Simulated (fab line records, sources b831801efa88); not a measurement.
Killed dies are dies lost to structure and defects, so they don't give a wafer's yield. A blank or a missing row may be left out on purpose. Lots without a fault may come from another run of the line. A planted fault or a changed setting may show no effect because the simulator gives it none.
Which tool did it? | flow gf180mcu | 14 lots, 42 wafers sampled, at 4 steps of a route of 602

WHAT THE GAUGES READ, wafer by wafer
GF_PSD_RS_MEAS_15: measures by four-point-probe. Usual: PSD_RS 108.60 ohm/sq, standard deviation 0.29.
lot  | measured     | on            | PSD_RS (ohm/sq)      | flag
L473 | day 14 21:20 | film_metro-04 | 108.41 108.58 108.52 |
L474 | day 15 04:32 | film_metro-02 | 108.91 108.67 108.58 |
L475 | day 15 10:16 | film_metro-02 | 109.19 109.11 108.94 |
L476 | day 15 14:40 | film_metro-02 | 108.56 108.70 108.72 |
L477 | day 16 04:24 | film_metro-02 | 108.06 108.24 108.37 |
L478 | day 16 07:25 | film_metro-02 | 108.84 109.09 108.56 |
L479 | day 16 18:38 | film_metro-04 | 108.79 108.52 108.51 |
L481 | day 17 06:28 | film_metro-02 | 109.18 108.61 108.69 |
L483 | day 18 00:46 | film_metro-04 | 109.11 109.36 109.30 |
L484 | day 18 08:08 | film_metro-01 | 108.09 108.30 108.22 |
L485 | day 19 01:39 | film_metro-02 | 109.02 108.91 108.61 |
L486 | day 19 06:17 | film_metro-04 | 108.34 108.66 108.63 |
L487 | day 19 15:03 | film_metro-02 | 108.86 109.06 109.05 |
L488 | day 19 19:34 | film_metro-04 | 108.48 108.38 108.59 |

GF_CONTACT_BOW_MEAS_05. Usual: CONTACT_BOW 66 um, standard deviation 6.6.
lot  | measured     | on            | CONTACT_BOW (um) | flag
L473 | day 15 20:08 | film_metro-01 | 69 64 68         |
L474 | day 16 03:40 | film_metro-03 | 55 77 70         |
L475 | day 16 09:49 | film_metro-03 | 72 64 62         |
L476 | day 16 13:26 | film_metro-01 | 68 58 73         |
L477 | day 17 04:50 | film_metro-04 | 66 62 68         |
L478 | day 17 07:19 | film_metro-04 | 58 65 62         |
L479 | day 17 18:31 | film_metro-03 | 60 55 69         |
L481 | day 18 07:13 | film_metro-04 | 57 58 66         |
L483 | day 19 01:50 | film_metro-03 | 65 66 62         |
L484 | day 19 09:15 | film_metro-04 | 58 63 57         |
L485 | day 20 03:46 | film_metro-04 | 83 78 63         |
L488 | day 20 21:19 | film_metro-01 | 68 70 70         |

WHICH TOOL RAN EACH LOT (tool, then ch and the chambers of the sampled wafers, then the start)
lot  | GF_SAB_ETCH_11                     | GF_SAB_STRIP_13
L473 | rie_diel-03 ch 1,2,3, day 15 18:44 | plasma_asher-04 ch 0,1, day 15 18:53
L474 | rie_diel-04 ch 0,3, day 16 02:11   | plasma_asher-02 ch 0,1, day 16 02:23
L475 | rie_diel-01 ch 0,1, day 16 08:25   | plasma_asher-03 ch 0,1, day 16 08:34
L476 | rie_diel-03 ch 1,2, day 16 11:59   | plasma_asher-02 ch 0,1, day 16 12:08
L477 | rie_diel-03 ch 0,1,2, day 17 03:26 | plasma_asher-03 ch 0,1, day 17 03:35
L478 | rie_diel-03 ch 0,2,3, day 17 05:53 | plasma_asher-02 ch 0,1, day 17 06:04
L479 | rie_diel-01 ch 1,2,3, day 17 17:07 | plasma_asher-03 ch 0,1, day 17 17:16
L481 | rie_diel-04 ch 1,2, day 18 05:47   | plasma_asher-02 ch 0,1, day 18 05:58
L483 | rie_diel-01 ch 0,1,2, day 19 00:25 | plasma_asher-03 ch 0,1, day 19 00:34
L484 | rie_diel-04 ch 0,3, day 19 07:50   | plasma_asher-03 ch 0,1, day 19 07:59
L485 | rie_diel-04 ch 1,2, day 20 02:13   | plasma_asher-04 ch 0,1, day 20 02:22
L486 | rie_diel-03 ch 1,2, day 20 06:58   | plasma_asher-03 ch 0,1, day 20 07:07
L487 | rie_diel-04 ch 0,2,3, day 20 14:47 | plasma_asher-03 ch 0,1, day 20 14:59
L488 | rie_diel-01 ch 0,1,3, day 20 19:53 | plasma_asher-04 ch 0,1, day 20 20:02
- GF_SAB_ETCH_11: etches SiO2 in C4F8/O2/Ar, target depth 55 nm, time 8.5 s.
- GF_SAB_STRIP_13: strips in O2/N2.

WHAT THE TOOLS THEMSELVES READ (means of the sampled wafers that have a number; where no wafer has one, the mark that the record gives instead)
GF_SAB_ETCH_11. Usual: oes_product_au 1.000 a.u., standard deviation 0.014.
lot  | tool        | oes_product_au (a.u.) | flag
L473 | rie_diel-03 | 1.005                 |
L474 | rie_diel-04 | 0.981                 |
L475 | rie_diel-01 | 1.002                 |
L476 | rie_diel-03 | 1.008                 |
L477 | rie_diel-03 | 1.005                 |
L478 | rie_diel-03 | 1.004                 |
L479 | rie_diel-01 | 1.005                 |
L481 | rie_diel-04 | 0.989                 |
L483 | rie_diel-01 | 1.004                 |
L484 | rie_diel-04 | 0.977                 |
L485 | rie_diel-04 | 0.993                 |
L486 | rie_diel-03 | 1.002                 |
L487 | rie_diel-04 | 0.985                 |
L488 | rie_diel-01 | 1.019                 |

GF_SAB_STRIP_13. Usual: chamber_pressure_mTorr 1500.0 mTorr, standard deviation 1.3; drypump_motor_current_A 5.70 A, standard deviation 0.22; heater_power_w 328 W, standard deviation 44; oes_product_au 0.710 a.u., standard deviation 0.0044; strip_time_to_endpoint_s 12.61 s, standard deviation 0.047.
lot  | tool            | chamber_pressure_mTorr (mTorr) | drypump_motor_current_A (A) | heater_power_w (W) | oes_product_au (a.u.) | strip_time_to_endpoint_s (s) | flag
L473 | plasma_asher-04 | 1499.8                         | 5.76                        | 327                | 0.709                 | 12.60                        |
L474 | plasma_asher-02 | 1499.8                         | 5.76                        | 358                | 0.709                 | 12.58                        |
L475 | plasma_asher-03 | 1501.1                         | 5.57                        | 309                | 0.708                 | 12.66                        |
L476 | plasma_asher-02 | 1500.6                         | 5.80                        | 350                | 0.711                 | 12.65                        |
L477 | plasma_asher-03 | 1498.7                         | 5.61                        | 299                | 0.713                 | 12.56                        |
L478 | plasma_asher-02 | 1500.6                         | 5.79                        | 353                | 0.710                 | 12.66                        |
L479 | plasma_asher-03 | 1500.2                         | 5.57                        | 307                | 0.709                 | 12.58                        |
L481 | plasma_asher-02 | 1500.3                         | 5.80                        | 381                | 0.709                 | 12.60                        |
L483 | plasma_asher-03 | 1499.4                         | 5.60                        | 299                | 0.713                 | 12.73                        |
L484 | plasma_asher-03 | 1500.2                         | 5.56                        | 307                | 0.710                 | 12.60                        |
L485 | plasma_asher-04 | 1500.3                         | 5.70                        | 329                | 0.703                 | 12.63                        |
L486 | plasma_asher-03 | -                              | -                           | -                  | -                     | -                            | OFF
L487 | plasma_asher-03 | -                              | -                           | -                  | -                     | -                            | OFF
L488 | plasma_asher-04 | 1500.1                         | 5.71                        | 328                | 0.708                 | 12.61                        |

THE ANSWER, worked out from the rows above alone
Rule: a lot is off if the mean of its wafers that have a number lies more than 3 standard deviations from the usual mean. A lot without any number at a reading at which 4 lots or more have one is off too. The other lots that the step has rows for count as sound. The gauges are gone through in route order, then the tools' own readings, and for those a lot's mean is taken as printed above. The first step at which some lot is off is used, and at that step the reading that is off furthest; a lot without a number counts as furthest.
Off: L486, L487, at GF_SAB_STRIP_13 (chamber_pressure_mTorr). Without a number there: L486, L487.
A tool fits if, at that step or a process step before it, it ran every lot that is off, and no sound lot after the first of them. One fits: plasma_asher-03 at GF_SAB_STRIP_13. Its last sound lot is L484 (day 19 07:59), its first lot that is off L486 (day 20 07:07): a fault that began between those two fits.
Blank at GF_SAB_STRIP_13 on the lots that are off, where sound lots have numbers: chamber_pressure_mTorr, drypump_motor_current_A, heater_power_w, oes_product_au, strip_time_to_endpoint_s.

WHAT THE SIMULATOR HAD PUT IN
Skipped step whole: plasma_asher-03, from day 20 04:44 on, at GF_SAB_STRIP_13. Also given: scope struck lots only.
Lots struck among those shown: L486, L487. The rule above found the same.
